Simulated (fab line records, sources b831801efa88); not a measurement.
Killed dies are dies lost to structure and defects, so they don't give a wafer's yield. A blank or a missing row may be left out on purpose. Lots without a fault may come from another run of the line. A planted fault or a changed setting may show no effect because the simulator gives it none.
Which tool did it? | flow sky130 | 13 lots, 39 wafers sampled, at 3 steps of a route of 708

WHAT THE GAUGES READ, wafer by wafer
SKY_LDD_LDN_OVL_MEAS_07.
lot  | measured     | on         | LDD_LDN_OVL (nm)
L325 | day 22 22:01 | overlay-01 | 1.4 3.2 1.1
L326 | day 23 02:38 | overlay-02 | -0.3 0.4 0.9
L327 | day 23 10:03 | overlay-01 | 2.9 2.2 2.5
L328 | day 23 23:24 | overlay-02 | 1.6 0.8 2.9
L329 | day 24 07:00 | overlay-01 | 2.4 1.5 3.9
L330 | day 24 18:09 | overlay-02 | 0.7 0.8 1.2
L331 | day 25 01:45 | overlay-02 | 0.1 -0.3 1.1
L333 | day 25 19:43 | overlay-01 | 2.0 4.4 1.7
L334 | day 26 00:02 | overlay-02 | 0.2 1.5 1.6
L338 | day 27 12:57 | overlay-02 | 1.8 0.5 1.9
L341 | day 28 06:29 | overlay-01 | 1.0 0.2 1.4
L342 | day 28 18:34 | overlay-01 | 3.0 3.3 2.6
L348 | day 31 12:11 | overlay-01 | 1.5 3.0 2.2

SKY_LI_CONTACT_OVL_MEAS_13.
lot  | measured     | on         | LI_CONTACT_OVL (nm)
L325 | day 29 03:46 | overlay-01 | 4 4 2
L326 | day 29 08:49 | overlay-01 | 11 3 2
L327 | day 29 15:10 | overlay-01 | 15 18 10
L328 | day 30 03:43 | overlay-02 | -2 0 8
L329 | day 30 11:12 | overlay-02 | 8 7 8
L330 | day 30 20:40 | overlay-02 | -1 -2 5
L331 | day 31 04:02 | overlay-02 | 2 -1 8
L333 | day 31 22:22 | overlay-01 | 2 7 7
L334 | day 32 01:19 | overlay-02 | 17 18 9
L338 | day 33 14:13 | overlay-02 | -5 4 1
L341 | day 34 02:40 | overlay-02 | 9 9 8
L342 | day 34 13:16 | overlay-02 | 2 3 1
L348 | day 37 16:22 | overlay-01 | 9 8 5

SKY_LI_CONTACT_RS_MEAS_22: measures by four-point-probe.
lot  | measured     | on            | LI_CONTACT_W_RS (ohm/sq)
L325 | day 29 04:31 | film_metro-02 | 0.287 0.287 0.285
L326 | day 29 09:32 | film_metro-02 | 0.292 0.286 0.288
L327 | day 29 15:55 | film_metro-02 | 0.288 0.292 0.287
L328 | day 30 04:26 | film_metro-03 | 0.282 0.280 0.285
L329 | day 30 11:58 | film_metro-01 | 0.285 0.284 0.287
L330 | day 30 21:23 | film_metro-02 | 0.282 0.284 0.276
L331 | day 31 04:46 | film_metro-02 | 0.289 0.289 0.290
L333 | day 31 23:06 | film_metro-03 | 0.290 0.287 0.285
L334 | day 32 02:02 | film_metro-02 | 0.286 0.284 0.290
L338 | day 33 14:56 | film_metro-02 | 0.279 0.279 0.284
L341 | day 34 03:23 | film_metro-01 | 0.294 0.290 0.292
L342 | day 34 14:01 | film_metro-03 | 0.278 0.283 0.282
L348 | day 37 17:05 | film_metro-02 | 0.288 0.290 0.286

WHICH TOOL RAN EACH LOT (tool, then ch and the chambers of the sampled wafers, then the start)
The record holds no process step before these readings.

WHAT THE TOOLS THEMSELVES READ (means of the sampled wafers that have a number; where no wafer has one, the mark that the record gives instead)
The record holds no such reading with a usual standard deviation.

THE ANSWER, worked out from the rows above alone
Rule: what is usual is taken from the lots themselves. Put in order of their means at a reading, lots are off if they are a third of the lots or fewer, leave a main group of 4 or more, and stand apart from it by a gap of 3 or more times the standard deviation of the main group's means; of several such gaps the widest counts. A main group whose means are all the same, to the digits that the tables above print for the reading, isn't used. A lot without any number at a reading at which 4 lots or more have one is off too. The other lots that the step has rows for count as sound. The gauges are gone through in route order, then the tools' own readings, and for those a lot's mean is taken as printed above. The first step at which some lot is off is used, and at that step the reading that is off furthest; a lot without a number counts as furthest.
No lot is off at any reading shown: from this, nothing can be told.

WHAT THE SIMULATOR HAD PUT IN
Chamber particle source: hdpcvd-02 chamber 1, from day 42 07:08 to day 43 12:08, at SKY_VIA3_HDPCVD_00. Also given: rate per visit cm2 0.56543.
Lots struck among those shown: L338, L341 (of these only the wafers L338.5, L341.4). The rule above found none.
